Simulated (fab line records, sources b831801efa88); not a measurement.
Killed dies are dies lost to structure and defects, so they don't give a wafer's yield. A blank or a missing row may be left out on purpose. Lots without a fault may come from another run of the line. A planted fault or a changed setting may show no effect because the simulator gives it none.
fab line records | flow gf180mcu
record lots=5 wafers=15 last_day=33
route steps=602 shown HV_LDD@183
lots that met no fault: from a run of the same line without faults
start_h: hours from the record's first day to the start of the lot's first wafer shown | wait_h: hours since the lot's step before | " the same as in the row above | L1.1+2: a row that stands for several wafers | - no value, or no start given | * or withheld: withheld | < > ~ a bound
route shown NAME@n: a module of which the file shows steps, and the number in the route of the first | usual: mean/standard deviation of fault-free wafers | same: alike in all rows | chamber/n: place in a boat | sites: the reading at each site | _std_site: their standard deviation | _edge_site: outer sites' mean less inner sites' | radius_mm: how far each site lies from the wafer's centre | mask NAME#n: copy n | behind: the tool/chamber that last shaped the wafer | hold: why the lot was held/for how many hours/how that ended | device: the transistor (n, p or np) that didn't switch | end of line: the same wafers' tests at the end of the route | a step without rows: its recipe alone | killed: dies lost to structure and defects at the first sort, not the wafer's yield | map: a wafer's dies, x killed, . not, _ none there
set.NAME: the setting as run; set.NAME@STEP: as run at that earlier step | model.NAME: the simulator's own value behind a step, which no gauge read
lots at some steps of the route; a table a step, a row a wafer
services: from which hour (start_h, from the record's first day; less than 0 if before it) a tool's chamber was out of use, for how many hours, and why
## steps
# step GF_HV_LDD_CD_MEAS_07
# recipe target_cd_nm=400
# usual cd_nm=399.6/2.3
# columns lot.wafer tool chamber start_h wait_h cd_nm
L076.2 cd_sem-01 - 228.83 0.1 397.7
L076.5 " - " " 402.4
L076.6 " - " " 399.1
L080.3 cd_sem-01 - 262.93 0.1 401.0
L080.5 " - " " 403.9
L080.6 " - " " 402.4
L083.2 cd_sem-01 - 282.33 0.1 403.2
L083.5 " - " " 400.8
L083.6 " - " " 404.7
L091.2 cd_sem-01 - 340.48 0.1 400.7
L091.3 " - " " 401.2
L091.4 " - " " 398.8
L092.3 cd_sem-02 - 352.40 0.1 401.8
L092.5 " - " " 400.3
L092.6 " - " " 398.9
# step GF_HV_LDD_OVL_MEAS_08
# usual HV_LDD_OVL=-0.2/1.5
# columns lot.wafer tool chamber start_h wait_h HV_LDD_OVL[nm]
L076.2 overlay-02 - 228.94 0.1 -1.7
L076.5 " - " " 0.0
L076.6 " - " " -0.2
L080.3 overlay-01 - 263.02 0.1 2.4
L080.5 " - " " 0.2
L080.6 " - " " 1.4
L083.2 overlay-01 - 282.44 0.1 1.5
L083.5 " - " " 1.6
L083.6 " - " " 1.5
L091.2 overlay-02 - 340.59 0.1 2.2
L091.3 " - " " 2.5
L091.4 " - " " 1.0
L092.3 overlay-01 - 352.49 0.1 -2.2
L092.5 " - " " 0.0
L092.6 " - " " -1.4
# step GF_HV_LDD_IMPLANT_09
# recipe species=As energy_kev=40 dose_cm2=1e+14 tilt_deg=7
# columns lot.wafer tool chamber start_h wait_h
L076.2+5+6 implanter-02 0 228.99 0.0
L080.3+5+6 implanter-01 0 263.09 0.1
L083.2+5+6 implanter-02 0 282.50 0.0
L091.2+3+4 implanter-01 0 340.64 0.0
L092.3+5+6 implanter-04 0 352.57 0.1
# step GF_HV_LDD_STRIP_10
# recipe chemistry=O2/N2 power_w=1400 pressure_mtorr=1500 platen_temp_c=250 o2_flow_sccm=3000 n2_flow_sccm=300 overash_fraction=0.5
# usual drypump_motor_current_A=5.7/0.75 heater_power_w=334/18 o2_flow_sccm=3001/8.6 oes_product_au=0.716/0.0049 strip_time_to_endpoint_s=12.64/0.037
# columns lot.wafer tool chamber start_h wait_h drypump_motor_current_A heater_power_w o2_flow_sccm oes_product_au rf_hours_counter_h strip_time_to_endpoint_s
L076.2 plasma_asher-04 0 229.12 0.1 5.0 314 2996 0.711 50 12.58
L076.5 " 0 " " 4.9 319 3002 0.718 - 12.59
L076.6 " 1 " " 6.7 340 2984 0.713 - 12.61
L080.3 plasma_asher-03 0 263.23 0.1 5.3 344 3005 0.718 - 12.69
L080.5 " 0 " " 5.3 350 3010 0.717 - 12.64
L080.6 " 1 " " 5.7 320 3015 0.719 - 12.67
L083.2 plasma_asher-04 1 282.62 0.1 6.7 350 3006 0.721 55 12.62
L083.5 " 0 " " 4.9 320 3008 0.720 - 12.65
L083.6 " 1 " " 6.7 348 3010 0.714 - 12.66
L091.2 plasma_asher-01 0 340.77 0.1 6.7 376 2997 0.718 61 12.66
L091.3 " 1 " " 5.0 306 3000 0.717 - 12.69
L091.4 " 0 " " 6.7 366 3008 0.713 - 12.68
L092.3 plasma_asher-01 0 352.70 0.1 6.7 365 2990 0.728 - 12.69
L092.5 " 0 " " 6.8 357 2991 0.713 - 12.69
L092.6 " 1 " " 5.0 314 3003 0.723 - 12.69
# step GF_HV_LDD_TW_MEAS_11
# usual HV_LDD_TW=2395/23
# columns lot.wafer tool chamber start_h wait_h HV_LDD_TW
L076.2 film_metro-04 - 229.23 0.1 2396
L076.5 " - " " 2404
L076.6 " - " " 2409
L080.3 film_metro-02 - 263.31 0.1 2400
L080.5 " - " " 2388
L080.6 " - " " 2385
L083.2 film_metro-02 - 282.73 0.1 2384
L083.5 " - " " 2367
L083.6 " - " " 2382
L091.2 film_metro-04 - 340.88 0.1 2418
L091.3 " - " " 2421
L091.4 " - " " 2428
L092.3 film_metro-04 - 352.79 0.1 2422
L092.5 " - " " 2420
L092.6 " - " " 2406
# step GF_HV_LDD_DEHYDRATE_12
# recipe temp_c=200 time_s=60
# columns lot.wafer tool chamber start_h wait_h
L076.2+5+6 litho_track-01 0 237.49 8.3
L080.3+5+6 litho_track-03 0 272.91 9.6
L083.2+5+6 litho_track-04 0 291.89 9.1
L091.2+3+4 litho_track-01 0 351.19 10.3
L092.3+5+6 litho_track-01 0 363.51 10.7
# step GF_HV_LDD_HMDS_13
# recipe prime_time_s=60 prime_temp_c=120
# columns lot.wafer tool chamber start_h wait_h
L076.2+5+6 litho_track-01 0 237.64 0.1
L080.3+5+6 litho_track-03 0 273.06 0.1
L083.2+5+6 litho_track-04 0 292.04 0.1
L091.2+3+4 litho_track-01 0 351.34 0.1
L092.3+5+6 litho_track-01 0 363.66 0.1
# step GF_HV_LDD_COAT_14
# recipe resist=NOVOLAK spin_rpm=3000 resist_thk_nm=1000
# columns lot.wafer tool chamber start_h wait_h
L076.2+5+6 litho_track-01 0 237.79 0.1
L080.3+5+6 litho_track-03 0 273.21 0.1
L083.2+5+6 litho_track-04 0 292.19 0.1
L091.2+3+4 litho_track-01 0 351.49 0.1
L092.3+5+6 litho_track-01 0 363.81 0.1
# step GF_HV_LDD_SOFTBAKE_15
# recipe temp_c=90 time_s=60 resist=NOVOLAK
# columns lot.wafer tool chamber start_h wait_h
L076.2+5+6 litho_track-01 0 237.94 0.1
L080.3+5+6 litho_track-03 0 273.36 0.1
L083.2+5+6 litho_track-04 0 292.34 0.1
L091.2+3+4 litho_track-01 0 351.64 0.1
L092.3+5+6 litho_track-01 0 363.96 0.1
# step GF_HV_LDD_EXPOSE_16
# recipe mask_id=Pplus_LV_AREA target_cd_nm=400 na=0.6 source_shape=conventional sigma_outer=0.6 dose_mj=140
# usual exposure_dose_mJ_cm2=140.03/0.13
# columns lot.wafer tool chamber start_h wait_h mask exposure_dose_mJ_cm2
L076.2 iline_stepper-01 0 - - Pplus_LV_AREA#0 139.86
L076.5 " 0 " " Pplus_LV_AREA#0 139.95
L076.6 " 0 " " Pplus_LV_AREA#0 140.01
L080.3 iline_stepper-01 0 - - Pplus_LV_AREA#0 140.06
L080.5 " 0 " " Pplus_LV_AREA#0 140.16
L080.6 " 0 " " Pplus_LV_AREA#0 139.81
L083.2 iline_stepper-01 0 - - Pplus_LV_AREA#0 140.19
L083.5 " 0 " " Pplus_LV_AREA#0 140.25
L083.6 " 0 " " Pplus_LV_AREA#0 140.19
L091.2 iline_stepper-01 0 - - Pplus_LV_AREA#0 140.01
L091.3 " 0 " " Pplus_LV_AREA#0 140.09
L091.4 " 0 " " Pplus_LV_AREA#0 140.00
L092.3 iline_stepper-02 0 - - Pplus_LV_AREA#0 140.05
L092.5 " 0 " " Pplus_LV_AREA#0 140.17
L092.6 " 0 " " Pplus_LV_AREA#0 140.04
# step GF_HV_LDD_PEB_17
# recipe temp_c=withheld time_s=* resist=NOVOLAK
# columns lot.wafer tool chamber start_h wait_h
L076.2+5+6 litho_track-04 0 - -
L080.3+5+6 litho_track-04 0 - -
L083.2+5+6 litho_track-04 0 - -
L091.2+3+4 litho_track-03 0 - -
L092.3+5+6 litho_track-01 0 - -
# step GF_HV_LDD_DEVELOP_18
# recipe develop_time_s=60 dev_temp_c=23
# columns lot.wafer tool chamber start_h wait_h
L076.2+5+6 litho_track-04 0 246.69 0.1
L080.3+5+6 litho_track-04 0 283.16 0.1
L083.2+5+6 litho_track-04 0 301.84 0.1
L091.2+3+4 litho_track-03 0 362.43 0.1
L092.3+5+6 litho_track-01 0 375.11 0.1
# step GF_HV_LDD_CD_MEAS_19
# recipe target_cd_nm=400
# usual cd_nm=400.4/2.4
# columns lot.wafer tool chamber start_h wait_h cd_nm
L076.2 cd_sem-02 - 246.84 0.1 401.8
L076.5 " - " " 397.1
L076.6 " - " " 401.9
L080.3 cd_sem-01 - 283.30 0.1 402.6
L080.5 " - " " 403.2
L080.6 " - " " 402.6
L083.2 cd_sem-01 - 301.98 0.1 404.5
L083.5 " - " " 401.2
L083.6 " - " " 403.9
L091.2 cd_sem-02 - 362.58 0.1 397.3
L091.3 " - " " 397.5
L091.4 " - " " 396.6
L092.3 cd_sem-02 - 375.25 0.1 405.7
L092.5 " - " " 402.7
L092.6 " - " " 405.3
# step GF_HV_LDD_OVL_MEAS_20
# usual HV_LDD_01_OVL=0.7/1.3
# columns lot.wafer tool chamber start_h wait_h HV_LDD_01_OVL[nm]
L076.2 overlay-01 - 246.94 0.1 2.3
L076.5 " - " " 1.5
L076.6 " - " " 1.1
L080.3 overlay-01 - 283.40 0.1 0.7
L080.5 " - " " -0.3
L080.6 " - " " 0.0
L083.2 overlay-02 - 302.09 0.1 1.6
L083.5 " - " " 0.7
L083.6 " - " " 2.1
L091.2 overlay-02 - 362.69 0.1 1.9
L091.3 " - " " 1.5
L091.4 " - " " 1.3
L092.3 overlay-01 - 375.34 0.1 -0.5
L092.5 " - " " 0.1
L092.6 " - " " -1.5
# step GF_HV_LDD_IMPLANT_21
# recipe species=BF2 energy_kev=25 dose_cm2=5e+13 tilt_deg=7
# columns lot.wafer tool chamber start_h wait_h
L076.2+5+6 implanter-02 0 247.00 0.0
L080.3+5+6 implanter-04 0 283.47 0.1
L083.2+5+6 implanter-02 0 302.15 0.0
L091.2+3+4 implanter-02 0 362.74 0.0
L092.3+5+6 implanter-01 0 375.42 0.1
# step GF_HV_LDD_STRIP_22
# recipe chemistry=O2/N2 power_w=1400 pressure_mtorr=1500 platen_temp_c=250 o2_flow_sccm=3000 n2_flow_sccm=300 overash_fraction=0.5
# usual drypump_motor_current_A=5.8/0.85 heater_power_w=333/18 o2_flow_sccm=2999/9.5 oes_product_au=0.716/0.0045 strip_time_to_endpoint_s=12.63/0.031
# columns lot.wafer tool chamber start_h wait_h drypump_motor_current_A heater_power_w o2_flow_sccm oes_product_au rf_hours_counter_h strip_time_to_endpoint_s
L076.2 plasma_asher-01 1 247.12 0.1 5.0 307 3001 0.717 50 12.57
L076.5 " 0 " " 6.8 360 3001 0.716 - 12.62
L076.6 " 1 " " 5.0 314 3014 0.714 - 12.64
L080.3 plasma_asher-04 1 283.60 0.1 6.7 340 2987 0.720 - 12.58
L080.5 " 1 " " 6.7 337 2989 0.722 - 12.61
L080.6 " 0 " " 5.0 319 3016 0.721 - 12.62
L083.2 plasma_asher-04 0 302.27 0.1 5.0 315 3007 0.714 57 12.57
L083.5 " 0 " " 5.0 326 3006 0.718 - 12.65
L083.6 " 1 " " 6.7 349 3000 0.712 - 12.62
L091.2 plasma_asher-03 1 362.87 0.1 5.7 326 2981 0.711 74 12.68
L091.3 " 0 " " 5.3 339 3005 0.720 - 12.67
L091.4 " 1 " " 5.6 320 2980 0.723 - 12.66
L092.3 plasma_asher-04 1 375.55 0.1 6.7 342 3014 0.709 - 12.65
L092.5 " 0 " " 4.9 324 2994 0.721 - 12.65
L092.6 " 1 " " 6.7 346 3017 0.714 - 12.66
# step GF_HV_LDD_TW_MEAS_23
# usual HV_LDD_2_TW=1057/16
# columns lot.wafer tool chamber start_h wait_h HV_LDD_2_TW
L076.2 film_metro-04 - 247.23 0.1 1053
L076.5 " - " " 1047
L076.6 " - " " 1054
L080.3 film_metro-02 - 283.69 0.1 1038
L080.5 " - " " 1040
L080.6 " - " " 1039
L083.2 film_metro-02 - 302.38 0.1 1034
L083.5 " - " " 1038
L083.6 " - " " 1039
L091.2 film_metro-02 - 362.98 0.1 1051
L091.3 " - " " 1044
L091.4 " - " " 1046
L092.3 film_metro-01 - 375.64 0.1 1073
L092.5 " - " " 1078
L092.6 " - " " 1073
# step GF_HV_LDD_DEHYDRATE_24
# recipe temp_c=200 time_s=60
# columns lot.wafer tool chamber start_h wait_h
L076.2+5+6 litho_track-04 0 256.04 8.8
L080.3+5+6 litho_track-04 0 292.51 8.8
L083.2+5+6 litho_track-01 0 312.39 10.0
L091.2+3+4 litho_track-01 0 373.69 10.7
L092.3+5+6 litho_track-01 0 386.51 10.9
# step GF_HV_LDD_HMDS_25
# recipe prime_time_s=60 prime_temp_c=120
# columns lot.wafer tool chamber start_h wait_h
L076.2+5+6 litho_track-04 0 256.19 0.1
L080.3+5+6 litho_track-04 0 292.66 0.1
L083.2+5+6 litho_track-01 0 312.54 0.1
L091.2+3+4 litho_track-01 0 373.84 0.1
L092.3+5+6 litho_track-01 0 386.66 0.1
# step GF_HV_LDD_COAT_26
# recipe resist=NOVOLAK spin_rpm=3000 resist_thk_nm=1000
# columns lot.wafer tool chamber start_h wait_h
L076.2+5+6 litho_track-04 0 256.34 0.1
L080.3+5+6 litho_track-04 0 292.81 0.1
L083.2+5+6 litho_track-01 0 312.69 0.1
L091.2+3+4 litho_track-01 0 373.99 0.1
L092.3+5+6 litho_track-01 0 386.81 0.1
# step GF_HV_LDD_SOFTBAKE_27
# recipe temp_c=90 time_s=60 resist=NOVOLAK
# columns lot.wafer tool chamber start_h wait_h
L076.2+5+6 litho_track-04 0 256.49 0.1
L080.3+5+6 litho_track-04 0 292.96 0.1
L083.2+5+6 litho_track-01 0 312.84 0.1
L091.2+3+4 litho_track-01 0 374.14 0.1
L092.3+5+6 litho_track-01 0 386.96 0.1
# step GF_HV_LDD_EXPOSE_28
# recipe mask_id=Nplus_HV_AREA target_cd_nm=400 na=0.6 source_shape=conventional sigma_outer=0.6 dose_mj=140
# usual exposure_dose_mJ_cm2=140.00/0.12
# columns lot.wafer tool chamber start_h wait_h mask exposure_dose_mJ_cm2
L076.2 iline_stepper-01 0 - - Nplus_HV_AREA#0 139.93
L076.5 " 0 " " Nplus_HV_AREA#0 139.82
L076.6 " 0 " " Nplus_HV_AREA#0 140.04
L080.3 iline_stepper-02 0 - - Nplus_HV_AREA#0 139.91
L080.5 " 0 " " Nplus_HV_AREA#0 139.92
L080.6 " 0 " " Nplus_HV_AREA#0 140.05
L083.2 iline_stepper-01 0 - - Nplus_HV_AREA#0 139.87
L083.5 " 0 " " Nplus_HV_AREA#0 139.92
L083.6 " 0 " " Nplus_HV_AREA#0 140.07
L091.2 iline_stepper-01 0 - - Nplus_HV_AREA#0 140.03
L091.3 " 0 " " Nplus_HV_AREA#0 139.87
L091.4 " 0 " " Nplus_HV_AREA#0 139.97
L092.3 iline_stepper-02 0 - - Nplus_HV_AREA#0 140.17
L092.5 " 0 " " Nplus_HV_AREA#0 140.10
L092.6 " 0 " " Nplus_HV_AREA#0 139.95
# step GF_HV_LDD_PEB_29
# recipe temp_c=withheld time_s=* resist=NOVOLAK
# columns lot.wafer tool chamber start_h wait_h
L076.2+5+6 litho_track-03 0 - -
L080.3+5+6 litho_track-01 0 - -
L083.2+5+6 litho_track-01 0 - -
L091.2+3+4 litho_track-04 0 - -
L092.3+5+6 litho_track-01 0 - -
# step GF_HV_LDD_DEVELOP_30
# recipe develop_time_s=58.67 dev_temp_c=23
# columns lot.wafer tool chamber start_h wait_h
L076.2+5+6 litho_track-03 0 265.64 0.1
L080.3+5+6 litho_track-01 0 302.56 0.1
L083.2+5+6 litho_track-01 0 322.79 0.1
L091.2+3+4 litho_track-04 0 385.29 0.1
L092.3+5+6 litho_track-01 0 398.11 0.1
# step GF_HV_LDD_CD_MEAS_31
# recipe target_cd_nm=400
# usual cd_nm=398.0/2.4
# columns lot.wafer tool chamber start_h wait_h cd_nm
L076.2 cd_sem-02 - 265.78 0.1 396.3
L076.5 " - " " 396.1
L076.6 " - " " 395.5
L080.3 cd_sem-02 - 302.70 0.1 399.2
L080.5 " - " " 397.2
L080.6 " - " " 400.6
L083.2 cd_sem-02 - 322.93 0.1 394.1
L083.5 " - " " 394.9
L083.6 " - " " 395.7
L091.2 cd_sem-02 - 385.43 0.1 396.3
L091.3 " - " " 396.9
L091.4 " - " " 395.0
L092.3 cd_sem-01 - 398.25 0.1 397.0
L092.5 " - " " 397.7
L092.6 " - " " 396.8
# step GF_HV_LDD_OVL_MEAS_32
# usual HV_LDD_02_OVL=-1.8/1.5
# columns lot.wafer tool chamber start_h wait_h HV_LDD_02_OVL[nm]
L076.2 overlay-01 - 265.89 0.1 -3.4
L076.5 " - " " -2.8
L076.6 " - " " -4.6
L080.3 overlay-01 - 302.79 0.1 -2.6
L080.5 " - " " -0.1
L080.6 " - " " -0.7
L083.2 overlay-02 - 323.04 0.1 -2.2
L083.5 " - " " -2.4
L083.6 " - " " -0.6
L091.2 overlay-02 - 385.54 0.1 -1.1
L091.3 " - " " -2.9
L091.4 " - " " -1.0
L092.3 overlay-02 - 398.34 0.1 -2.2
L092.5 " - " " -0.6
L092.6 " - " " -1.1
# step GF_HV_LDD_IMPLANT_33
# recipe species=P energy_kev=60 dose_cm2=7.5e+12 tilt_deg=30 rotation_deg=0
# columns lot.wafer tool chamber start_h wait_h
L076.2+5+6 implanter-02 0 265.94 0.0
L080.3+5+6 implanter-02 0 302.87 0.1
L083.2+5+6 implanter-01 0 323.09 0.0
L091.2+3+4 implanter-01 0 385.59 0.0
L092.3+5+6 implanter-04 0 398.42 0.1
# step GF_HV_LDD_IMPLANT_34
# recipe species=P energy_kev=60 dose_cm2=7.5e+12 tilt_deg=30 rotation_deg=90
# columns lot.wafer tool chamber start_h wait_h
L076.2+5+6 implanter-02 0 266.09 0.1
L080.3+5+6 implanter-02 0 303.02 0.1
L083.2+5+6 implanter-01 0 323.24 0.1
L091.2+3+4 implanter-01 0 385.74 0.1
L092.3+5+6 implanter-04 0 398.57 0.1
# step GF_HV_LDD_IMPLANT_35
# recipe species=P energy_kev=60 dose_cm2=7.5e+12 tilt_deg=30 rotation_deg=180
# columns lot.wafer tool chamber start_h wait_h
L076.2+5+6 implanter-02 0 266.24 0.1
L080.3+5+6 implanter-02 0 303.17 0.1
L083.2+5+6 implanter-01 0 323.39 0.1
L091.2+3+4 implanter-01 0 385.89 0.1
L092.3+5+6 implanter-04 0 398.72 0.1
# step GF_HV_LDD_IMPLANT_36
# recipe species=P energy_kev=60 dose_cm2=7.5e+12 tilt_deg=30 rotation_deg=270
# columns lot.wafer tool chamber start_h wait_h
L076.2+5+6 implanter-02 0 266.39 0.1
L080.3+5+6 implanter-02 0 303.32 0.1
L083.2+5+6 implanter-01 0 323.54 0.1
L091.2+3+4 implanter-01 0 386.04 0.1
L092.3+5+6 implanter-04 0 398.87 0.1
# step GF_HV_LDD_STRIP_37
# recipe chemistry=O2/N2 power_w=1400 pressure_mtorr=1500 platen_temp_c=250 o2_flow_sccm=3000 n2_flow_sccm=300 overash_fraction=0.5
# usual drypump_motor_current_A=5.7/0.78 heater_power_w=335/21 o2_flow_sccm=2998/8.7 oes_product_au=0.716/0.0046 strip_time_to_endpoint_s=12.65/0.032
# columns lot.wafer tool chamber start_h wait_h drypump_motor_current_A heater_power_w o2_flow_sccm oes_product_au rf_hours_counter_h strip_time_to_endpoint_s
L076.2 plasma_asher-04 0 266.52 0.1 4.9 323 2992 0.714 54 12.65
L076.5 " 1 " " 6.7 348 2985 0.722 - 12.63
L076.6 " 0 " " 5.0 322 2992 0.713 - 12.62
L080.3 plasma_asher-03 1 303.45 0.1 5.7 318 2998 0.725 - 12.66
L080.5 " 1 " " 5.7 325 2994 0.718 - 12.63
L080.6 " 0 " " 5.3 349 3004 0.721 - 12.59
L083.2 plasma_asher-04 1 323.67 0.1 6.7 337 2999 0.713 59 12.61
L083.5 " 0 " " 5.0 320 2996 0.721 - 12.62
L083.6 " 1 " " 6.7 341 2992 0.716 - 12.61
L091.2 plasma_asher-04 0 386.17 0.1 5.0 325 2983 0.718 68 12.67
L091.3 " 0 " " 5.0 324 2993 0.716 - 12.68
L091.4 " 1 " " 6.7 354 3015 0.706 - 12.66
L092.3 plasma_asher-01 0 399.00 0.1 6.7 369 2998 0.717 - 12.66
L092.5 " 0 " " 6.7 366 2996 0.719 - 12.64
L092.6 " 1 " " 4.9 310 2987 0.724 - 12.66
# step GF_HV_LDD_TW_MEAS_38
# usual HV_LDD_3_TW=1431/18
# columns lot.wafer tool chamber start_h wait_h HV_LDD_3_TW
L076.2 film_metro-04 - 266.63 0.1 1426
L076.5 " - " " 1424
L076.6 " - " " 1426
L080.3 film_metro-02 - 303.54 0.1 1413
L080.5 " - " " 1416
L080.6 " - " " 1414
L083.2 film_metro-01 - 323.79 0.1 1452
L083.5 " - " " 1455
L083.6 " - " " 1453
L091.2 film_metro-02 - 386.28 0.1 1423
L091.3 " - " " 1418
L091.4 " - " " 1419
L092.3 film_metro-02 - 399.09 0.1 1415
L092.5 " - " " 1421
L092.6 " - " " 1413
# step GF_HV_LDD_DEHYDRATE_39
# recipe temp_c=200 time_s=60
# columns lot.wafer tool chamber start_h wait_h
L076.2+5+6 litho_track-04 0 276.04 9.4
L080.3+5+6 litho_track-04 0 313.11 9.6
L083.2+5+6 litho_track-03 0 333.64 9.8
L091.2+3+4 litho_track-03 0 396.98 10.7
L092.3+5+6 litho_track-04 0 410.11 11.0
# step GF_HV_LDD_HMDS_40
# recipe prime_time_s=60 prime_temp_c=120
# columns lot.wafer tool chamber start_h wait_h
L076.2+5+6 litho_track-04 0 276.19 0.1
L080.3+5+6 litho_track-04 0 313.26 0.1
L083.2+5+6 litho_track-03 0 333.79 0.1
L091.2+3+4 litho_track-03 0 397.13 0.1
L092.3+5+6 litho_track-04 0 410.26 0.1
# step GF_HV_LDD_COAT_41
# recipe resist=NOVOLAK spin_rpm=3000 resist_thk_nm=1000
# columns lot.wafer tool chamber start_h wait_h
L076.2+5+6 litho_track-04 0 276.34 0.1
L080.3+5+6 litho_track-04 0 313.41 0.1
L083.2+5+6 litho_track-03 0 333.94 0.1
L091.2+3+4 litho_track-03 0 397.28 0.1
L092.3+5+6 litho_track-04 0 410.41 0.1
# step GF_HV_LDD_SOFTBAKE_42
# recipe temp_c=90 time_s=60 resist=NOVOLAK
# columns lot.wafer tool chamber start_h wait_h
L076.2+5+6 litho_track-04 0 276.49 0.1
L080.3+5+6 litho_track-04 0 313.56 0.1
L083.2+5+6 litho_track-03 0 334.09 0.1
L091.2+3+4 litho_track-03 0 397.43 0.1
L092.3+5+6 litho_track-04 0 410.56 0.1
# step GF_HV_LDD_EXPOSE_43
# recipe mask_id=Pplus_HV_AREA target_cd_nm=400 na=0.6 source_shape=conventional sigma_outer=0.6 dose_mj=140
# usual exposure_dose_mJ_cm2=139.99/0.14
# columns lot.wafer tool chamber start_h wait_h mask exposure_dose_mJ_cm2
L076.2 iline_stepper-01 0 - - Pplus_HV_AREA#0 139.80
L076.5 " 0 " " Pplus_HV_AREA#0 139.93
L076.6 " 0 " " Pplus_HV_AREA#0 139.84
L080.3 iline_stepper-02 0 - - Pplus_HV_AREA#0 140.09
L080.5 " 0 " " Pplus_HV_AREA#0 139.81
L080.6 " 0 " " Pplus_HV_AREA#0 140.00
L083.2 iline_stepper-01 0 - - Pplus_HV_AREA#0 139.95
L083.5 " 0 " " Pplus_HV_AREA#0 139.86
L083.6 " 0 " " Pplus_HV_AREA#0 139.91
L091.2 iline_stepper-01 0 - - Pplus_HV_AREA#0 140.23
L091.3 " 0 " " Pplus_HV_AREA#0 139.99
L091.4 " 0 " " Pplus_HV_AREA#0 140.08
L092.3 iline_stepper-01 0 - - Pplus_HV_AREA#0 140.24
L092.5 " 0 " " Pplus_HV_AREA#0 140.11
L092.6 " 0 " " Pplus_HV_AREA#0 140.19
# step GF_HV_LDD_PEB_44
# recipe temp_c=withheld time_s=* resist=NOVOLAK
# columns lot.wafer tool chamber start_h wait_h
L076.2+5+6 litho_track-01 0 - -
L080.3+5+6 litho_track-03 0 - -
L083.2+5+6 litho_track-03 0 - -
L091.2+3+4 litho_track-04 0 - -
L092.3+5+6 litho_track-03 0 - -
# step GF_HV_LDD_DEVELOP_45
# recipe develop_time_s=60 dev_temp_c=23
# columns lot.wafer tool chamber start_h wait_h
L076.2+5+6 litho_track-01 0 286.04 0.1
L080.3+5+6 litho_track-03 0 323.41 0.1
L083.2+5+6 litho_track-03 0 344.48 0.1
L091.2+3+4 litho_track-04 0 408.84 0.1
L092.3+5+6 litho_track-03 0 421.36 0.1
# step GF_HV_LDD_CD_MEAS_46
# recipe target_cd_nm=400
# usual cd_nm=400.0/2.4
# columns lot.wafer tool chamber start_h wait_h cd_nm
L076.2 cd_sem-02 - 286.18 0.1 400.2
L076.5 " - " " 402.5
L076.6 " - " " 400.3
L080.3 cd_sem-01 - 323.55 0.1 403.0
L080.5 " - " " 403.2
L080.6 " - " " 403.0
L083.2 cd_sem-01 - 344.63 0.1 401.7
L083.5 " - " " 401.0
L083.6 " - " " 400.2
L091.2 cd_sem-02 - 409.05 0.2 400.7
L091.3 " - " " 402.5
L091.4 " - " " 401.3
L092.3 cd_sem-01 - 421.50 0.1 396.2
L092.5 " - " " 398.3
L092.6 " - " " 400.0
# step GF_HV_LDD_OVL_MEAS_47
# usual HV_LDD_03_OVL=-1.3/1.3
# columns lot.wafer tool chamber start_h wait_h HV_LDD_03_OVL[nm]
L076.2 overlay-01 - 286.29 0.1 0.4
L076.5 " - " " -0.8
L076.6 " - " " 0.7
L080.3 overlay-02 - 323.64 0.1 0.7
L080.5 " - " " -0.9
L080.6 " - " " 0.6
L083.2 overlay-02 - 344.74 0.1 -2.4
L083.5 " - " " -1.4
L083.6 " - " " -0.7
L091.2 overlay-01 - 409.15 0.1 -1.4
L091.3 " - " " -1.8
L091.4 " - " " -1.5
L092.3 overlay-02 - 421.59 0.1 -2.7
L092.5 " - " " -2.1
L092.6 " - " " -2.6
# step GF_HV_LDD_IMPLANT_48
# recipe species=B energy_kev=25 dose_cm2=3.057e+13 tilt_deg=7
# columns lot.wafer tool chamber start_h wait_h
L076.2+5+6 implanter-01 0 286.34 0.0
L080.3+5+6 implanter-04 0 323.72 0.1
L083.2+5+6 implanter-04 0 344.79 0.0
L091.2+3+4 implanter-02 0 409.21 0.0
L092.3+5+6 implanter-02 0 421.66 0.1
# step GF_HV_LDD_STRIP_49
# recipe chemistry=O2/N2 power_w=1400 pressure_mtorr=1500 platen_temp_c=250 o2_flow_sccm=3000 n2_flow_sccm=300 overash_fraction=0.5
# usual drypump_motor_current_A=5.7/0.73 heater_power_w=336/22 o2_flow_sccm=2998/9 oes_product_au=0.716/0.0049 strip_time_to_endpoint_s=12.64/0.045
# columns lot.wafer tool chamber start_h wait_h drypump_motor_current_A heater_power_w o2_flow_sccm oes_product_au rf_hours_counter_h strip_time_to_endpoint_s
L076.2 plasma_asher-03 1 286.47 0.1 5.7 326 2993 0.720 67 12.57
L076.5 " 0 " " 5.3 354 3000 0.721 - 12.59
L076.6 " 1 " " 5.6 330 3005 0.715 - 12.58
L080.3 plasma_asher-03 1 323.85 0.1 5.7 319 3003 0.717 - 12.60
L080.5 " 1 " " 5.7 324 3000 0.715 - 12.59
L080.6 " 0 " " 5.3 345 3015 0.715 - 12.66
L083.2 plasma_asher-03 1 344.92 0.1 5.7 331 2991 0.711 74 12.66
L083.5 " 0 " " 5.3 352 3009 0.714 - 12.65
L083.6 " 1 " " 5.7 323 2988 0.720 - 12.63
L091.2 plasma_asher-01 0 409.33 0.1 6.7 370 2975 0.720 70 12.71
L091.3 " 1 " " 5.0 315 3005 0.720 - 12.68
L091.4 " 0 " " 6.7 362 3007 0.713 - 12.70
L092.3 plasma_asher-03 1 421.80 0.1 5.7 330 2998 0.720 - 12.66
L092.5 " 1 " " 5.7 327 2997 0.716 - 12.63
L092.6 " 0 " " 5.2 344 2995 0.706 - 12.70
# step GF_HV_LDD_TW_MEAS_50
# usual HV_LDD_4_TW=574/7.5
# columns lot.wafer tool chamber start_h wait_h HV_LDD_4_TW
L076.2 film_metro-02 - 286.58 0.1 566
L076.5 " - " " 563
L076.6 " - " " 568
L080.3 film_metro-01 - 323.94 0.1 579
L080.5 " - " " 582
L080.6 " - " " 578
L083.2 film_metro-02 - 345.04 0.1 568
L083.5 " - " " 568
L083.6 " - " " 564
L091.2 film_metro-01 - 409.44 0.1 582
L091.3 " - " " 581
L091.4 " - " " 582
L092.3 film_metro-01 - 421.88 0.1 581
L092.5 " - " " 581
L092.6 " - " " 583
## services
# columns tool chamber start_h hours kind
implanter-04 - 207.42 6.6 repair
implanter-01 - 224.03 17.3 repair
iline_stepper-01 - 243.47 1.7 pm
implanter-04 - 245.09 5.9 repair
iline_stepper-01 - 259.13 3.4 repair
implanter-04 - 266.08 5.7 pm
implanter-02 - 270.16 5.0 repair
implanter-04 - 276.69 6.7 repair
implanter-01 - 287.16 11.9 pm
implanter-04 - 299.38 9.2 repair
implanter-04 - 299.43 24.1 repair
implanter-02 - 329.85 0.7 repair
implanter-02 - 345.04 3.3 repair
plasma_asher-03 - 345.72 15.6 pm
implanter-01 - 348.42 1.7 repair
implanter-02 - 356.66 1.3 repair
plasma_asher-01 - 363.03 3.8 repair
implanter-04 - 366.92 3.6 repair
iline_stepper-01 - 375.23 2.5 repair
plasma_asher-01 - 380.67 2.4 repair
implanter-01 - 404.61 2.1 repair
implanter-02 - 410.47 3.6 repair
iline_stepper-01 - 419.52 1.9 repair
plasma_asher-04 - 421.25 9.0 pm
## key
fault none
